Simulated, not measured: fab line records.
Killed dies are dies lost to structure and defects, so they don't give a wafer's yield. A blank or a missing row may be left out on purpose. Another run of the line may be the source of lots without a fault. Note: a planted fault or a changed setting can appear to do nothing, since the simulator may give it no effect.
What tool caused it?    flow gf180mcu    at 1 step of a route of 602, 11 lots with 33 wafers sampled

== WHAT EACH GAUGE READ, for each wafer ==
GF_V4_OVL_MEAS_15.
lot   measured      on          V4_OVL (nm)
L715  day 24 02:59  overlay-01  1 -3 4
L716  day 24 09:11  overlay-01  5 7 6
L717  day 24 18:59  overlay-02  7 8 6
L719  day 25 18:58  overlay-02  -2 -3 -4
L727  day 28 14:28  overlay-01  5 8 13
L728  day 28 18:56  overlay-01  7 6 6
L729  day 28 22:31  overlay-01  5 1 7
L730  day 29 09:38  overlay-02  0 1 -4
L732  day 29 17:58  overlay-02  0 0 -1
L735  day 30 14:59  overlay-01  8 7 14
L738  day 31 05:22  overlay-01  -9 -6 -8

== EACH LOT AND THE TOOL THAT RAN IT (in order: tool; ch and the chambers of the sampled wafers; start) ==
The record holds no process step before these readings.

== AS READ BY THE TOOLS THEMSELVES (means over the sampled wafers that have a number; for cases with no such wafer, the mark the record gives instead) ==
The record holds no such reading with a usual standard deviation.

== THE ANSWER, worked out from the rows above alone ==
Rule: the usual values come from the lots themselves. Put in order of their means at a reading, lots are off if they are a third of the lots or fewer, leave a main group of 4 or more, and stand apart from it by a gap of 3 or more times the standard deviation of the main group's means; of several such gaps the widest counts. Not used: any main group whose means are identical at the precision the tables above print for the reading. Also off: a lot with no number at a reading for which 4 or more lots have one. Any other lot the step has rows for is counted as sound. The gauges are gone through in route order, then the tools' own readings, and for those a lot's mean is taken as printed above. The first step at which some lot is off is used, and at that step the reading that is off furthest; a lot without a number counts as furthest.
No lot is off on any of the readings shown, so nothing can be concluded from this.

== WHAT WAS PUT IN BY THE SIMULATOR ==
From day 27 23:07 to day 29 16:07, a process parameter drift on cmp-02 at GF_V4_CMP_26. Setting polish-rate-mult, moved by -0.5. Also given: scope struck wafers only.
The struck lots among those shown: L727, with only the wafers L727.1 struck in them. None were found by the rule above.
